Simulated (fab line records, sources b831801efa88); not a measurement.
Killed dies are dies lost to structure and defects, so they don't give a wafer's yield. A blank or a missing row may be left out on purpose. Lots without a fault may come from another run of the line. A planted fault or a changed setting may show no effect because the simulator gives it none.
fab line records | flow sky130
record lots=15 wafers=45 last_day=50
route steps=708 shown METAL2@483 VIA2@508
lots that met no fault: from a run of the same line without faults
start_h: hours from the record's first day to the start of the lot's first wafer shown | wait_h: hours since the lot's step before | " the same as in the row above | L1.1+2: a row that stands for several wafers | - no value, or no start given | * or withheld: withheld | < > ~ a bound
route shown NAME@n: a module of which the file shows steps, and the number in the route of the first | usual: mean/standard deviation of fault-free wafers | same: alike in all rows | chamber/n: place in a boat | sites: the reading at each site | _std_site: their standard deviation | _edge_site: outer sites' mean less inner sites' | radius_mm: how far each site lies from the wafer's centre | mask NAME#n: copy n | behind: the tool/chamber that last shaped the wafer | hold: why the lot was held/for how many hours/how that ended | device: the transistor (n, p or np) that didn't switch | end of line: the same wafers' tests at the end of the route | a step without rows: its recipe alone | killed: dies lost to structure and defects at the first sort, not the wafer's yield | map: a wafer's dies, x killed, . not, _ none there
set.NAME: the setting as run; set.NAME@STEP: as run at that earlier step | model.NAME: the simulator's own value behind a step, which no gauge read
steps of the route over a sample of lots; a table a step, a row a wafer
services: from which hour (start_h, from the record's first day; less than 0 if before it) a tool's chamber was out of use, for how many hours, and why
## steps
# step SKY_METAL2_SPUTTER_00
# recipe material=Ti target_thk_nm=15 power_w=3000 time_s=10 chamber_pressure_pa=0.4
# usual throttle_valve_pct=30.4/0.87
# columns lot.wafer tool chamber start_h wait_h throttle_valve_pct
L793.2 pvd_sputter-04 - 783.47 0.2 30.7
L793.4 " - " " 30.8
L793.5 " - " " 31.2
L794.2 pvd_sputter-04 - 802.49 0.1 31.1
L794.3 " - " " 30.3
L794.5 " - " " 30.9
L796.1 pvd_sputter-04 - 808.20 0.1 31.1
L796.2 " - " " 30.9
L796.6 " - " " 31.0
L797.1 pvd_sputter-04 - 815.79 0.1 30.9
L797.2 " - " " 30.3
L797.3 " - " " 30.9
L798.3 pvd_sputter-01 - 830.00 0.2 29.1
L798.4 " - " " 30.4
L798.5 " - " " 29.2
L799.2 pvd_sputter-04 - 841.27 0.2 30.4
L799.4 " - " " 30.1
L799.6 " - " " 31.1
L800.2 pvd_sputter-01 - 849.77 0.2 30.1
L800.3 " - " " 31.6
L800.4 " - " " 30.7
L803.1 pvd_sputter-02 - 866.86 0.1 28.1
L803.3 " - " " 29.3
L803.4 " - " " 30.4
L802.1 pvd_sputter-02 - 868.50 0.1 27.9
L802.4 " - " " 29.2
L802.5 " - " " 30.3
L804.1 pvd_sputter-04 - 880.15 0.2 30.8
L804.2 " - " " 31.0
L804.4 " - " " 30.4
L811.1 pvd_sputter-02 - 928.49 0.2 27.9
L811.4 " - " " 29.2
L811.5 " - " " 29.5
L812.1 pvd_sputter-04 - 931.87 0.1 30.4
L812.2 " - " " 30.8
L812.3 " - " " 30.9
L813.1 pvd_sputter-04 - 938.41 0.1 30.8
L813.2 " - " " 30.6
L813.4 " - " " 30.4
L814.1 pvd_sputter-04 - 944.67 0.2 30.4
L814.2 " - " " 30.9
L814.6 " - " " 30.9
L815.1 pvd_sputter-04 - 948.76 0.1 31.0
L815.4 " - " " 30.2
L815.6 " - " " 31.2
# step SKY_METAL2_SPUTTER_04
# recipe material=TiN target_thk_nm=70 power_w=6500 time_s=58.3 chamber_pressure_pa=0.4
# usual throttle_valve_pct=30.4/0.87
# columns lot.wafer tool chamber start_h wait_h throttle_valve_pct
L793.2 pvd_sputter-04 - 783.56 0.0 30.7
L793.4 " - " " 30.9
L793.5 " - " " 31.0
L794.2 pvd_sputter-04 - 802.58 0.0 31.0
L794.3 " - " " 30.3
L794.5 " - " " 30.9
L796.1 pvd_sputter-04 - 808.29 0.0 30.8
L796.2 " - " " 31.0
L796.6 " - " " 30.8
L797.1 pvd_sputter-04 - 815.88 0.0 31.0
L797.2 " - " " 30.4
L797.3 " - " " 30.7
L798.3 pvd_sputter-01 - 830.09 0.0 29.0
L798.4 " - " " 30.2
L798.5 " - " " 29.3
L799.2 pvd_sputter-04 - 841.36 0.0 30.3
L799.4 " - " " 30.5
L799.6 " - " " 30.8
L800.2 pvd_sputter-01 - 849.86 0.0 29.9
L800.3 " - " " 31.6
L800.4 " - " " 30.7
L803.1 pvd_sputter-02 - 866.95 0.0 28.0
L803.3 " - " " 29.2
L803.4 " - " " 30.5
L802.1 pvd_sputter-02 - 868.59 0.0 27.9
L802.4 " - " " 29.4
L802.5 " - " " 30.0
L804.1 pvd_sputter-04 - 880.24 0.0 31.0
L804.2 " - " " 31.1
L804.4 " - " " 30.4
L811.1 pvd_sputter-02 - 928.58 0.0 28.0
L811.4 " - " " 29.4
L811.5 " - " " 29.9
L812.1 pvd_sputter-04 - 931.96 0.0 30.6
L812.2 " - " " 31.1
L812.3 " - " " 30.8
L813.1 pvd_sputter-04 - 938.50 0.0 30.9
L813.2 " - " " 30.9
L813.4 " - " " 30.4
L814.1 pvd_sputter-04 - 944.76 0.0 30.4
L814.2 " - " " 30.9
L814.6 " - " " 30.8
L815.1 pvd_sputter-04 - 948.85 0.0 31.2
L815.4 " - " " 30.4
L815.6 " - " " 30.8
# step SKY_METAL2_METAL_ETCH_19
# recipe target_depth_a=3600 stop_on=SiO2 over_etch_frac=0.3 time_s=78 chemistry=Cl2/BCl3 resist_sidewall_deg=88 pressure_mtorr=10 icp_w=900 bias_w=48.5 Cl2_flow_sccm=60 bcl3_flow_sccm=30
# usual bcl3_flow_sccm=29.99/0.086 bias_w=48.49/0.15 drypump_motor_current_A=5.6/0.38 oes_product_au=0.855/0.0065 throttle_valve_pct=22.264/0.0087
# columns lot.wafer tool chamber start_h wait_h bcl3_flow_sccm bias_w drypump_motor_current_A oes_product_au rf_hours_counter_h throttle_valve_pct
L793.2 rie_metal-02 0 810.22 0.0 30.09 48.66 5.3 0.852 2 22.245
L793.4 " 1 " " 30.04 48.39 5.6 0.847 - 22.273
L793.5 " 0 " " 30.03 48.87 5.3 0.853 - 22.261
L794.2 rie_metal-04 1 829.09 0.0 29.93 48.56 6.4 0.851 1 22.250
L794.3 " 1 " " 30.07 48.27 6.4 0.866 - 22.252
L794.5 " 0 " " 30.08 48.65 5.7 0.859 - 22.265
L796.1 rie_metal-02 1 834.87 0.0 30.01 48.57 5.6 0.851 9 22.248
L796.2 " 0 " " 29.98 48.60 5.3 0.839 3 22.257
L796.6 " 0 " " 30.05 48.42 5.3 0.855 - 22.264
L797.1 rie_metal-02 0 842.37 0.0 30.04 48.51 5.3 0.856 3 22.248
L797.2 " 1 " " 29.91 48.29 5.6 0.853 9 22.273
L797.3 " 1 " " 30.00 48.52 5.6 0.862 - 22.264
L798.3 rie_metal-03 0 856.40 0.1 30.11 48.55 5.3 0.850 - 22.262
L798.4 " 1 " " 29.97 48.74 5.9 0.852 - 22.270
L798.5 " 1 " " 30.06 48.80 5.9 0.854 - 22.262
L799.2 rie_metal-03 0 867.61 0.0 30.05 48.48 5.3 0.853 9 22.263
L799.4 " 0 " " 30.10 48.42 5.3 0.855 - 22.259
L799.6 " 0 " " 30.18 48.46 5.3 0.862 - 22.265
L800.2 rie_metal-02 0 875.34 0.0 30.03 48.39 5.3 0.862 4 22.267
L800.3 " 0 " " 29.99 48.48 5.3 0.854 - 22.256
L800.4 " 1 " " 29.94 48.27 5.6 0.868 - 22.261
L803.1 rie_metal-03 0 893.21 0.0 - - - - - -
L803.3 " 1 " " - - - - - -
L803.4 " 0 " " - - - - - -
L802.1 rie_metal-02 0 894.47 0.0 - - - - - -
L802.4 " 0 " " - - - - - -
L802.5 " 1 " " - - - - - -
L804.1 rie_metal-03 0 906.37 0.0 - - - - - -
L804.2 " 1 " " - - - - - -
L804.4 " 1 " " - - - - - -
L811.1 rie_metal-04 0 953.57 0.0 30.01 48.45 5.7 0.858 0 22.259
L811.4 " 0 " " 29.91 48.58 5.7 0.857 - 22.265
L811.5 " 0 " " 29.99 48.50 5.7 0.859 - 22.249
L812.1 rie_metal-02 1 956.92 0.0 29.98 48.28 5.6 0.854 14 22.270
L812.2 " 0 " " 30.02 48.44 5.3 0.872 9 22.278
L812.3 " 0 " " 29.91 48.21 5.3 0.860 - 22.268
L813.1 rie_metal-04 1 963.37 0.0 29.82 48.65 6.4 0.840 7 22.263
L813.2 " 0 " " 30.00 48.51 5.7 0.844 1 22.259
L813.4 " 1 " " 30.00 48.47 6.4 0.850 - 22.269
L814.1 rie_metal-02 1 969.34 0.0 29.97 48.16 5.6 0.863 14 22.254
L814.2 " 0 " " 30.03 48.60 5.3 0.856 10 22.271
L814.6 " 0 " " 30.04 48.44 5.3 0.854 - 22.247
L815.1 rie_metal-02 0 972.89 0.0 29.99 48.61 5.3 0.849 10 22.277
L815.4 " 0 " " 30.15 48.48 5.3 0.850 - 22.264
L815.6 " 0 " " 30.11 48.57 5.3 0.861 - 22.258
# step SKY_METAL2_STRIP_20
# recipe chemistry=O2/N2 power_w=1400 pressure_mtorr=1500 platen_temp_c=withheld o2_flow_sccm=3000 n2_flow_sccm=300 overash_fraction=0.5
# usual drypump_motor_current_A=5.8/0.36 oes_product_au=0.344/0.005 strip_time_to_endpoint_s=2.72/0.044
# columns lot.wafer tool chamber start_h wait_h drypump_motor_current_A oes_product_au rf_hours_counter_h strip_time_to_endpoint_s
L793.2 plasma_asher-02 1 810.31 0.1 5.7 0.348 58 2.65
L793.4 " 1 " " 5.7 0.336 - 2.64
L793.5 " 0 " " 5.4 0.338 - 2.67
L794.2 plasma_asher-03 0 829.18 0.1 6.4 0.341 103 2.70
L794.3 " 1 " " 5.3 0.351 - 2.68
L794.5 " 0 " " 6.4 0.338 - 2.78
L796.1 plasma_asher-02 1 834.96 0.1 5.7 0.341 60 2.74
L796.2 " 0 " " 5.4 0.339 60 2.73
L796.6 " 1 " " 5.7 0.349 - 2.77
L797.1 plasma_asher-03 1 842.46 0.1 5.3 0.344 104 2.66
L797.2 " 0 " " 6.4 0.341 104 2.66
L797.3 " 0 " " 6.4 0.345 - 2.67
L798.3 plasma_asher-03 0 856.50 0.1 6.4 0.337 - 2.76
L798.4 " 1 " " 5.3 0.340 - 2.72
L798.5 " 0 " " 6.4 0.346 - 2.75
L799.2 plasma_asher-03 1 867.70 0.1 5.2 0.348 107 2.79
L799.4 " 1 " " 5.3 0.344 - 2.82
L799.6 " 1 " " 5.3 0.346 - 2.78
L800.2 plasma_asher-01 0 875.43 0.1 5.7 0.339 49 2.73
L800.3 " 1 " " 5.9 0.349 - 2.73
L800.4 " 0 " " 5.7 0.347 - 2.78
L803.1 plasma_asher-01 0 893.30 0.1 5.8 0.446 51 5.21
L803.3 " 1 " " 5.9 0.455 - 5.22
L803.4 " 0 " " 5.7 0.444 - 5.21
L802.1 plasma_asher-03 0 894.56 0.1 6.4 0.438 109 5.18
L802.4 " 0 " " 6.4 0.440 - 5.20
L802.5 " 0 " " 6.4 0.452 - 5.18
L804.1 plasma_asher-02 0 906.46 0.1 5.4 0.444 67 5.24
L804.2 " 1 " " 5.7 0.449 67 5.25
L804.4 " 1 " " 5.7 0.448 - 5.24
L811.1 plasma_asher-02 0 953.66 0.1 5.4 0.347 73 2.70
L811.4 " 1 " " 5.7 0.343 - 2.68
L811.5 " 1 " " 5.7 0.336 - 2.70
L812.1 plasma_asher-01 1 957.01 0.1 5.9 0.340 58 2.68
L812.2 " 0 " " 5.7 0.357 58 2.69
L812.3 " 1 " " 5.9 0.339 - 2.67
L813.1 plasma_asher-03 1 963.46 0.1 5.3 0.346 117 2.70
L813.2 " 0 " " 6.4 0.340 117 2.67
L813.4 " 1 " " 5.3 0.343 - 2.67
L814.1 plasma_asher-01 0 969.43 0.1 5.7 0.336 59 2.71
L814.2 " 1 " " 5.9 0.350 59 2.71
L814.6 " 0 " " 5.7 0.342 - 2.68
L815.1 plasma_asher-01 0 972.98 0.1 5.8 0.345 60 2.71
L815.4 " 0 " " 5.8 0.343 - 2.72
L815.6 " 1 " " 5.9 0.352 - 2.74
# step SKY_VIA2_THK_MEAS_01
# recipe reads=SiO2_of_VIA2_HDPCVD_00
# usual VIA2_HDPCVD_THK=1178/9.9
# columns lot.wafer tool chamber start_h wait_h VIA2_HDPCVD_THK[nm]
L793.2 film_metro-02 - 811.05 0.1 1170
L793.4 " - " " 1178
L793.5 " - " " 1194
L794.2 film_metro-03 - 829.91 0.1 1177
L794.3 " - " " 1194
L794.5 " - " " 1175
L796.1 film_metro-03 - 835.72 0.1 1175
L796.2 " - " " 1177
L796.6 " - " " 1179
L797.1 film_metro-02 - 843.25 0.1 1168
L797.2 " - " " 1187
L797.3 " - " " 1177
L798.3 film_metro-02 - 857.24 0.1 1172
L798.4 " - " " 1161
L798.5 " - " " 1176
L799.2 film_metro-02 - 868.47 0.1 1169
L799.4 " - " " 1184
L799.6 " - " " 1175
L800.2 film_metro-01 - 876.24 0.1 1168
L800.3 " - " " 1169
L800.4 " - " " 1164
L811.1 film_metro-02 - 954.38 0.1 1183
L811.4 " - " " 1174
L811.5 " - " " 1181
L812.1 film_metro-01 - 957.74 0.1 1198
L812.2 " - " " 1198
L812.3 " - " " 1190
L813.1 film_metro-02 - 964.22 0.1 1174
L813.2 " - " " 1179
L813.4 " - " " 1177
L814.1 film_metro-03 - 970.18 0.1 1186
L814.2 " - " " 1180
L814.6 " - " " 1192
L815.1 film_metro-01 - 974.13 0.1 1198
L815.4 " - " " 1179
L815.6 " - " " 1183
## services
# columns tool chamber start_h hours kind
rie_metal-03 0 761.36 18.9 repair
pvd_sputter-01 - 775.36 1.7 repair
rie_metal-02 0 779.14 9.0 repair
rie_metal-02 - 783.55 1.4 pm
pvd_sputter-02 - 789.61 2.8 repair
plasma_asher-02 - 796.57 3.4 repair
rie_metal-04 0 799.50 5.3 repair
pvd_sputter-01 - 801.59 0.9 repair
pvd_sputter-04 - 808.97 1.4 repair
pvd_sputter-04 - 816.75 6.7 repair
rie_metal-02 - 818.43 0.7 repair
pvd_sputter-02 3 832.59 - consumable_replace:kit
pvd_sputter-02 3 832.59 18.0 scheduled_down
pvd_sputter-02 3 832.59 18.0 vent_cycle
rie_metal-03 1 838.38 15.3 repair
pvd_sputter-04 3 839.86 - consumable_replace:kit
pvd_sputter-04 3 839.86 18.0 scheduled_down
pvd_sputter-04 3 839.86 18.0 vent_cycle
rie_metal-02 1 903.83 13.9 repair
pvd_sputter-02 - 929.54 5.4 repair
pvd_sputter-01 - 930.89 0.5 repair
rie_metal-03 - 941.99 1.4 pm
rie_metal-03 - 951.21 4.3 pm
plasma_asher-02 - 972.14 2.8 pm
## key
first_sign step=SKY_METAL2_METAL_ETCH_19 reading=tool_record direction=missing
effect step=SKY_METAL2_STRIP_20 reading=strip_time_to_endpoint_s direction=up sigmas=56 usual=* struck=*
met_at SKY_METAL2_METAL_ETCH_19
struck_lots L802,L803,L804
later_rows_left_out L802.1,L802.4,L802.5,L803.1,L803.3,L803.4,L804.1,L804.2,L804.4
sort_left_out L802.1,L802.4,L802.5,L803.1,L803.3,L803.4,L804.1,L804.2,L804.4
not_acting_at SKY_METAL2_SPUTTER_00,SKY_METAL2_SPUTTER_04,SKY_VIA2_THK_MEAS_01
onset_between 875.34 893.21
fault kind=skipped_step_whole tool=rie_metal-02,rie_metal-03 chamber=- onset_h=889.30 steps=SKY_METAL2_METAL_ETCH_19 scope=struck_lots_only
# sort_left_out: the simulated sort isn't trusted on such a fault, so these wafers' sort isn't shown, and their yield isn't known
# later_rows_left_out: the simulator's readings of these wafers behind a module that went badly wrong aren't trusted and aren't shown, but for the sort
